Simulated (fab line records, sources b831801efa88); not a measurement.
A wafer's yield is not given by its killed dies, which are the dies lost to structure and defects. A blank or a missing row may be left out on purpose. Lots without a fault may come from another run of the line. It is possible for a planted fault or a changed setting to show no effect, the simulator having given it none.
Which tool did it?	flow gf180mcu	72 wafers from 24 lots sampled at 6 of the route's 602 steps

WHAT EACH GAUGE READ, for each wafer
GF_CONTACT_CD_MEAS_14: target cd 220 nm.
lot	measured	on	cd_nm (nm)
L074	day 16 04:28	cd_sem-02	220.3 220.2 221.9
L075	day 16 02:52	cd_sem-02	219.4 220.2 219.7
L076	day 16 15:30	cd_sem-01	218.4 217.7 218.4
L077	day 16 20:59	cd_sem-01	221.6 221.4 221.1
L078	day 17 04:00	cd_sem-02	219.7 219.2 219.6
L079	day 17 10:52	cd_sem-01	221.6 220.9 222.4
L080	day 18 00:50	cd_sem-01	220.4 220.6 220.1
L081	day 19 00:03	cd_sem-01	223.4 224.8 222.6
L082	day 19 03:44	cd_sem-02	221.0 219.7 221.1
L083	day 20 01:07	cd_sem-02	222.2 221.3 220.9
L084	day 20 11:53	cd_sem-02	221.2 222.0 221.2
L085	day 20 09:03	cd_sem-02	220.5 221.0 220.7
L086	day 20 16:01	cd_sem-02	217.3 216.9 217.4
L087	day 21 01:22	cd_sem-01	220.5 220.7 221.4
L088	day 21 10:28	cd_sem-02	219.2 219.2 218.3
L089	day 21 11:39	cd_sem-01	221.0 220.5 221.3
L090	day 21 16:21	cd_sem-01	220.0 219.8 219.8
L091	day 22 01:26	cd_sem-02	219.9 219.1 220.2
L092	day 22 11:25	cd_sem-02	218.2 219.8 220.8
L093	day 23 04:02	cd_sem-01	220.3 219.8 218.8
L094	day 23 12:43	cd_sem-02	218.7 216.5 218.1
L095	day 24 00:11	cd_sem-02	217.4 217.6 217.3
L096	day 23 23:34	cd_sem-01	221.7 220.4 219.8
L097	day 24 21:04	cd_sem-02	219.3 218.7 219.6

GF_V1_CD_MEAS_14: target cd 260 nm.
lot	measured	on	cd_nm (nm)
L074	day 18 04:37	cd_sem-02	260.5 261.7 261.7
L075	day 18 03:39	cd_sem-02	260.8 260.4 260.3
L076	day 18 16:24	cd_sem-01	260.1 261.2 259.5
L077	day 18 22:17	cd_sem-02	261.0 260.3 260.8
L078	day 19 05:01	cd_sem-02	260.5 262.1 260.6
L079	day 19 13:56	cd_sem-02	260.6 261.2 261.9
L080	day 20 04:18	cd_sem-02	260.4 260.4 260.8
L081	day 21 03:49	cd_sem-01	260.6 260.2 259.9
L082	day 21 06:44	cd_sem-01	260.4 260.9 261.5
L083	day 22 03:31	cd_sem-01	259.6 259.4 258.3
L084	day 22 14:06	cd_sem-01	256.6 258.3 259.2
L085	day 22 10:26	cd_sem-02	259.6 260.0 258.9
L086	day 22 17:45	cd_sem-01	258.4 257.9 258.9
L087	day 23 03:26	cd_sem-02	262.1 261.2 262.4
L088	day 23 11:08	cd_sem-02	260.0 260.7 260.8
L089	day 23 11:43	cd_sem-01	259.5 259.6 260.2
L090	day 23 16:04	cd_sem-02	262.6 261.5 262.5
L091	day 24 02:17	cd_sem-01	261.5 261.0 262.2
L092	day 24 12:05	cd_sem-02	260.7 261.8 260.8
L093	day 25 03:00	cd_sem-01	262.2 262.2 262.0
L094	day 25 11:40	cd_sem-01	259.5 259.8 260.5
L095	day 25 22:40	cd_sem-01	261.5 260.8 260.3
L096	day 25 21:14	cd_sem-02	261.6 260.7 260.6
L097	day 26 17:49	cd_sem-01	257.5 258.1 257.8

GF_V2_THK_MEAS_01.
lot	measured	on	V2_CVD_00_THK (nm)
L074	day 19 07:23	film_metro-04	595 597 594
L075	day 19 06:15	film_metro-01	598 598 599
L076	day 19 19:14	film_metro-01	591 588 600
L077	day 20 01:44	film_metro-04	603 594 606
L078	day 20 07:08	film_metro-01	596 591 598
L079	day 20 16:22	film_metro-03	606 597 604
L080	day 21 07:29	film_metro-04	610 597 612
L081	day 22 05:37	film_metro-03	598 607 598
L082	day 22 07:49	film_metro-01	604 611 602
L083	day 23 05:17	film_metro-04	597 603 607
L084	day 23 15:40	film_metro-04	605 601 599
L085	day 23 12:02	film_metro-04	596 612 594
L086	day 23 19:16	film_metro-04	605 595 611
L087	day 24 04:17	film_metro-01	610 596 604
L088	day 24 12:17	film_metro-01	596 594 598
L089	day 24 12:30	film_metro-01	594 611 595
L090	day 24 16:53	film_metro-03	601 606 599
L091	day 25 02:07	film_metro-03	599 594 605
L092	day 25 12:12	film_metro-01	591 606 599
L093	day 26 02:27	film_metro-03	604 599 588
L094	day 26 11:49	film_metro-03	599 606 601
L095	day 26 21:52	film_metro-01	604 602 607
L096	day 26 20:18	film_metro-01	601 600 607
L097	day 27 16:46	film_metro-03	603 599 599

TOOL THAT RAN EACH LOT (tool first, then ch and the chambers of the sampled wafers, then the start)
lot	GF_STI_STRIP_15	GF_POLY_GATE_ETCH_13	GF_M1_SPUTTER_00
L074	plasma_asher-01 ch 0,1, day 2 06:11	rie_si-02 ch 2,3, day 9 09:06	pvd_sputter-02, day 16 05:44
L075	plasma_asher-02 ch 0,1, day 2 06:26	rie_si-01 ch 0,1,2, day 9 07:14	pvd_sputter-01, day 16 04:08
L076	plasma_asher-02 ch 0,1, day 2 13:46	rie_si-01 ch 1,2,3, day 9 15:43	pvd_sputter-04, day 16 16:53
L077	plasma_asher-04 ch 0,1, day 2 16:41	rie_si-01 ch 2,3, day 9 21:08	pvd_sputter-01, day 16 22:23
L078	plasma_asher-01 ch 0,1, day 2 21:47	rie_si-01 ch 0,1,2, day 10 02:57	pvd_sputter-01, day 17 05:24
L079	plasma_asher-04 ch 0,1, day 3 02:52	rie_si-01 ch 2,3, day 10 07:22	pvd_sputter-02, day 17 12:17
L080	plasma_asher-02 ch 0,1, day 3 08:11	rie_si-02 ch 0,1, day 10 19:31	pvd_sputter-01, day 18 02:14
L081	plasma_asher-04 ch 0,1, day 3 13:59	rie_si-01 ch 0,2,3, day 11 13:46	pvd_sputter-02, day 19 01:20
L082	plasma_asher-01 ch 0,1, day 3 18:22	rie_si-02 ch 0,1,2, day 11 13:05	pvd_sputter-02, day 19 05:01
L083	plasma_asher-01 ch 0,1, day 4 00:52	rie_si-02 ch 0,1, day 12 07:14	pvd_sputter-02, day 20 02:32
L084	plasma_asher-01 ch 0,1, day 4 10:49	rie_si-02 ch 0,2,3, day 12 16:39	pvd_sputter-02, day 20 13:11
L085	plasma_asher-02 ch 0,1, day 4 10:59	rie_si-02 ch 0,1,3, day 12 16:18	pvd_sputter-01, day 20 10:20
L086	plasma_asher-01 ch 0,1, day 4 19:01	rie_si-02 ch 0,1,3, day 12 20:58	pvd_sputter-02, day 20 17:20
L087	plasma_asher-02 ch 0,1, day 4 23:37	rie_si-02 ch 1,2,3, day 13 03:29	pvd_sputter-02, day 21 02:41
L088	plasma_asher-01 ch 0,1, day 5 06:40	rie_si-02 ch 0,1,3, day 13 12:00	pvd_sputter-02, day 21 11:46
L089	plasma_asher-02 ch 0,1, day 5 07:05	rie_si-01 ch 0,1,2, day 13 12:52	pvd_sputter-01, day 21 12:57
L090	plasma_asher-04 ch 0,1, day 5 11:44	rie_si-01 ch 0,1,2, day 13 17:58	pvd_sputter-01, day 21 17:44
L091	plasma_asher-01 ch 0,1, day 5 16:40	rie_si-02 ch 0,2,3, day 13 23:47	pvd_sputter-04, day 22 02:45
L092	plasma_asher-02 ch 0,1, day 5 22:16	rie_si-02 ch 0,1, day 14 13:46	pvd_sputter-01, day 22 12:41
L093	plasma_asher-04 ch 0,1, day 6 02:56	rie_si-01 ch 0,1,2, day 15 01:04	pvd_sputter-04, day 23 05:20
L094	plasma_asher-01 ch 0,1, day 6 08:26	rie_si-02 ch 0,3, day 15 09:42	pvd_sputter-01, day 23 14:01
L095	plasma_asher-02 ch 0,1, day 6 13:20	rie_si-02 ch 0,2,3, day 15 20:24	pvd_sputter-04, day 24 01:33
L096	plasma_asher-04 ch 0,1, day 6 20:34	rie_si-01 ch 2,3, day 15 20:21	pvd_sputter-01, day 24 00:49
L097	plasma_asher-02 ch 0, day 7 03:40	rie_si-02 ch 1,2,3, day 16 17:30	pvd_sputter-04, day 24 22:22
- GF_STI_STRIP_15: strips in O2/N2.
- GF_POLY_GATE_ETCH_13: etches poly-Si in HBr/Cl2, stops on SiO2, target depth 198.5 nm, time 69.6 s.
- GF_M1_SPUTTER_00: material Ti, target thk 37.5 nm, time 150 s.

AS READ BY THE TOOLS THEMSELVES (means over the sampled wafers that have a number; for cases with no such wafer, the mark the record gives instead)
GF_STI_STRIP_15.
lot	tool	drypump_motor_current_A (A)	heater_power_w (W)	oes_product_au (a.u.)	strip_time_to_endpoint_s (s)
L074	plasma_asher-01	5.79	321	0.385	3.74
L075	plasma_asher-02	6.10	335	0.385	3.72
L076	plasma_asher-02	6.12	333	0.381	3.73
L077	plasma_asher-04	5.78	325	0.385	3.71
L078	plasma_asher-01	5.91	338	0.385	3.73
L079	plasma_asher-04	6.02	298	0.382	3.70
L080	plasma_asher-02	6.10	336	0.383	3.65
L081	plasma_asher-04	5.80	320	0.388	3.72
L082	plasma_asher-01	5.81	323	0.386	3.73
L083	plasma_asher-01	5.92	332	0.383	3.68
L084	plasma_asher-01	5.90	341	0.383	3.70
L085	plasma_asher-02	6.01	369	0.385	3.74
L086	plasma_asher-01	5.81	328	0.388	3.72
L087	plasma_asher-02	6.01	375	0.383	3.65
L088	plasma_asher-01	5.81	322	0.379	3.67
L089	plasma_asher-02	6.12	341	0.383	3.70
L090	plasma_asher-04	5.80	318	0.387	3.71
L091	plasma_asher-01	5.92	338	0.384	3.70
L092	plasma_asher-02	6.01	366	0.384	3.71
L093	plasma_asher-04	6.02	300	0.386	3.75
L094	plasma_asher-01	5.89	342	0.385	3.66
L095	plasma_asher-02	6.01	370	0.382	3.67
L096	plasma_asher-04	5.77	322	0.383	3.73
L097	plasma_asher-02	5.90	412	0.383	3.69

GF_POLY_GATE_ETCH_13.
lot	tool	drypump_motor_current_A (A)	oes_product_au (a.u.)	throttle_valve_pct (%)
L074	rie_si-02	5.9	0.983	33.689
L075	rie_si-01	5.5	0.982	33.683
L076	rie_si-01	5.6	0.989	33.674
L077	rie_si-01	5.3	0.983	33.681
L078	rie_si-01	5.5	0.990	33.690
L079	rie_si-01	5.7	0.981	33.676
L080	rie_si-02	5.7	0.993	33.683
L081	rie_si-01	5.6	0.985	33.681
L082	rie_si-02	5.6	0.989	33.687
L083	rie_si-02	5.8	0.989	33.679
L084	rie_si-02	5.9	0.986	33.683
L085	rie_si-02	5.7	1.000	33.674
L086	rie_si-02	5.8	0.997	33.686
L087	rie_si-02	5.6	0.992	33.680
L088	rie_si-02	5.7	1.015	33.682
L089	rie_si-01	5.5	0.991	33.693
L090	rie_si-01	5.5	0.987	33.682
L091	rie_si-02	5.9	0.996	33.681
L092	rie_si-02	5.5	0.993	33.680
L093	rie_si-01	5.5	0.986	33.682
L094	rie_si-02	6.0	0.998	33.678
L095	rie_si-02	5.8	0.993	33.690
L096	rie_si-01	5.3	0.990	33.672
L097	rie_si-02	5.6	0.993	33.685

GF_M1_SPUTTER_00.
lot	tool	throttle_valve_pct (%)
L074	pvd_sputter-02	30.0
L075	pvd_sputter-01	30.5
L076	pvd_sputter-04	30.8
L077	pvd_sputter-01	29.7
L078	pvd_sputter-01	29.2
L079	pvd_sputter-02	28.9
L080	pvd_sputter-01	30.9
L081	pvd_sputter-02	28.8
L082	pvd_sputter-02	28.7
L083	pvd_sputter-02	29.7
L084	pvd_sputter-02	29.4
L085	pvd_sputter-01	30.1
L086	pvd_sputter-02	28.9
L087	pvd_sputter-02	29.3
L088	pvd_sputter-02	29.8
L089	pvd_sputter-01	30.5
L090	pvd_sputter-01	29.4
L091	pvd_sputter-04	29.9
L092	pvd_sputter-01	30.2
L093	pvd_sputter-04	30.8
L094	pvd_sputter-01	29.6
L095	pvd_sputter-04	30.0
L096	pvd_sputter-01	29.2
L097	pvd_sputter-04	30.2

THE ANSWER, worked out from the rows above alone
Rule: usual is defined by the lots themselves. The widest of any qualifying gaps counts: lots, ordered by their means at a reading, are off when they make up no more than a third of the lots, leave a main group of 4 or more, and stand apart from it by 3 or more times the standard deviation of that group's means. A main group is skipped when, at the precision printed for the reading in the tables above, its means are all equal. A lot without any number at a reading at which 4 lots or more have one is off too. Any other lot the step has rows for is counted as sound. After the gauges, taken in route order, come the tools' own readings; for these a lot's mean is taken, as printed above. The first step at which some lot is off is used, and at that step the reading that is off furthest; a lot without a number counts as furthest.
No lot is off on any of the readings shown, so nothing can be concluded from this.

WHAT THE SIMULATOR HAD INSERTED
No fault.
